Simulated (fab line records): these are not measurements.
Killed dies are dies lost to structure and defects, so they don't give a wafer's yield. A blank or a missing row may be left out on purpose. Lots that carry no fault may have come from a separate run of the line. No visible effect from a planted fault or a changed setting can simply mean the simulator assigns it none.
Code-filled problem report in 8D (eight disciplines) form / flow sky130 / the parts of the form that need people (team, actions taken, sign-off) are left out

## 1. WHAT IS WRONG
At SKY_FIELD_ISO_ETCH_14, run-length-s averages 121.1 s over 6 wafers from 2 lots, while fault-free wafers read 74.1 s, standard deviation 0.57. That is +83 standard deviations from the usual mean.
The step: etches BARC in N2/H2, stops on SiO2, time 45.9 s, target depth 60 nm.
Seen first at day 6 00:32 on rie-diel-02, wafer L351.1. The record holds 36 wafers of 12 lots with a number at this step. Rule for "out", or "out of limits": more than 4 standard deviations from the usual mean. The rest of the wafers with a number are treated as sound.

## 2. WHAT IT IS AND WHAT IT IS NOT
question=which readings at this step; is=run-length-s, oes-product-au; is not=drypump-motor-current-A
question=which lots; is=L351, L352; is not=L333, L334, L336, L337, L339, L340, L343, L344, L345, L350
question=which wafers of those lots; is=all that have a number; is not=-
question=read on which tools; is=rie-diel-02; is not=rie-diel-01, rie-diel-03
question=when; is=from day 6 00:32; is not=up to then (30 sound wafers)

## 3. THE SUSPECTS, EACH WITH WHAT RULES IT OUT
Counting: a tool at any process step up to the reading remains a suspect when it ran all the lots that are out and ran no sound lot after the first of those.
- rie-diel-02 at SKY_FIELD_ISO_ETCH_14 (etches BARC in N2/H2, stops on SiO2, time 45.9 s, target depth 60 nm): kept. Every lot that is out went through it, starting with L351 (day 6 00:32), and after that it ran no sound lot; the last sound lot it ran before then is L350 (day 5 20:16). On those wafers its own readings are out: oes-product-au, run-length-s.
After counting, what remains is rie-diel-02 at SKY_FIELD_ISO_ETCH_14.

## 4. THE CAUSE (what the simulator had put in)
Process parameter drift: rie-diel-02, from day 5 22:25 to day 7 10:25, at SKY_FIELD_ISO_ETCH_14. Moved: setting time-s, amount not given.
This tool alone remained once counting was done.

## 5. THE CHAIN OF EFFECTS, in route order
Each row: a reading whose mean over the struck wafers that have a number lies more than 3 standard deviations from the usual. Scope: only readings with a usual standard deviation given in the record; hours: median across lots of the time from each lot's start at the first step in this table that gives one to its start at this step; sigmas: change in usual standard deviations.
hours=0; step=SKY_FIELD_ISO_ETCH_14; reading=oes-product-au; usual=0.855 a.u.; on struck wafers=0.613; change=-0.242; sigmas=-50
hours=0; step=SKY_FIELD_ISO_ETCH_14; reading=run-length-s; usual=74.1 s; on struck wafers=121.1; change=+47.0; sigmas=+83
hours=0; step=SKY_FIELD_ISO_STRIP_16; reading=oes-product-au; usual=0.378 a.u.; on struck wafers=0.360; change=-0.018; sigmas=-4.2
hours=0; step=SKY_FIELD_ISO_STRIP_16; reading=strip-time-to-endpoint-s; usual=3.55 s; on struck wafers=3.07; change=-0.48; sigmas=-16
Process steps it contains:
- SKY_FIELD_ISO_ETCH_14: etches BARC in N2/H2, stops on SiO2, time 45.9 s, target depth 60 nm.
- SKY_FIELD_ISO_STRIP_16: strips in O2/N2.
At these later measuring or inspecting steps, every struck wafer for which the step has a row has a number for every such reading, and none has moved that far: SKY_NWELL_THK_MEAS_02, SKY_NWELL_OVL_MEAS_23, SKY_VT_ADJUST_LVTN_OVL_MEAS_07.

## 6. HOW IT WOULD HAVE BEEN CAUGHT EARLIER
In this record no reading fell out of limits until day 6 00:32, 2 hours after the fault had begun at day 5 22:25.
